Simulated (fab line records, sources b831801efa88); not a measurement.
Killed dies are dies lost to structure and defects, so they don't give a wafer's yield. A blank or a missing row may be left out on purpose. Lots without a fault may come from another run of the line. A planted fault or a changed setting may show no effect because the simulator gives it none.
Which tool did it? | flow sfq_line | 14 lots, 42 wafers sampled, at 1 step of a route of 325

WHAT THE GAUGES READ, wafer by wafer
The record holds no reading of a measuring or inspecting step that can be judged against a usual standard deviation.

WHICH TOOL RAN EACH LOT (tool, then ch and the chambers of the sampled wafers, then the start)
lot  | SFQ_TRILAYER_I4_VIA_LITHO_PEB_106
L731 | litho_track-01 ch 0, day 43 14:15
L733 | litho_track-04 ch 0, day 50 06:57
L734 | litho_track-04 ch 0, day 51 04:47
L738 | litho_track-03 ch 0, day 52 11:59
L739 | litho_track-03 ch 0, day 52 19:09
L740 | litho_track-01 ch 0, day 52 23:57
L741 | litho_track-04 ch 0, day 53 19:21
L744 | litho_track-01 ch 0, day 54 08:32
L745 | litho_track-01 ch 0, day 54 14:29
L746 | litho_track-04 ch 0, day 55 01:02
L747 | litho_track-01 ch 0, day 55 02:14
L748 | litho_track-04 ch 0, day 55 05:50
L753 | litho_track-03 ch 0, day 57 10:53
L754 | litho_track-04 ch 0, day 58 02:29
- SFQ_TRILAYER_I4_VIA_LITHO_PEB_106: peb time 60 s.

WHAT THE TOOLS THEMSELVES READ (means of the sampled wafers that have a number; where no wafer has one, the mark that the record gives instead)
SFQ_TRILAYER_I4_VIA_LITHO_PEB_106. Usual: heater_power_total_W 79.15 W, standard deviation 0.065.
lot  | tool           | heater_power_total_W (W) | flag
L731 | litho_track-01 | 79.15                    |
L733 | litho_track-04 | 79.15                    |
L734 | litho_track-04 | 79.19                    |
L738 | litho_track-03 | 79.22                    |
L739 | litho_track-03 | 79.13                    |
L740 | litho_track-01 | 79.17                    |
L741 | litho_track-04 | 79.15                    |
L744 | litho_track-01 | 79.14                    |
L745 | litho_track-01 | 79.64                    | OFF
L746 | litho_track-04 | 79.15                    |
L747 | litho_track-01 | 79.61                    | OFF
L748 | litho_track-04 | 79.18                    |
L753 | litho_track-03 | 79.17                    |
L754 | litho_track-04 | 79.22                    |

THE ANSWER, worked out from the rows above alone
Rule: a lot is off if the mean of its wafers that have a number lies more than 3 standard deviations from the usual mean. A lot without any number at a reading at which 4 lots or more have one is off too. The other lots that the step has rows for count as sound. The gauges are gone through in route order, then the tools' own readings, and for those a lot's mean is taken as printed above. The first step at which some lot is off is used, and at that step the reading that is off furthest; a lot without a number counts as furthest.
Off: L745, L747, at SFQ_TRILAYER_I4_VIA_LITHO_PEB_106 (heater_power_total_W).
A tool fits if, at that step or a process step before it, it ran every lot that is off, and no sound lot after the first of them. One fits: litho_track-01 at SFQ_TRILAYER_I4_VIA_LITHO_PEB_106. Its last sound lot is L744 (day 54 08:32), its first lot that is off L745 (day 54 14:29): a fault that began between those two fits.
The tool's own readings at SFQ_TRILAYER_I4_VIA_LITHO_PEB_106 bear it out: on the lots that are off they differ by more than 5 times the standard deviation of the sound lots' means. heater_power_total_W reads 79.62 W there against 79.17 W on the sound lots.

WHAT THE SIMULATOR HAD PUT IN
Process parameter drift: litho_track-01, from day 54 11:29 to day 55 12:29, at SFQ_TRILAYER_I4_VIA_LITHO_PEB_106. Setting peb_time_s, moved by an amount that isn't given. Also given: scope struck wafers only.
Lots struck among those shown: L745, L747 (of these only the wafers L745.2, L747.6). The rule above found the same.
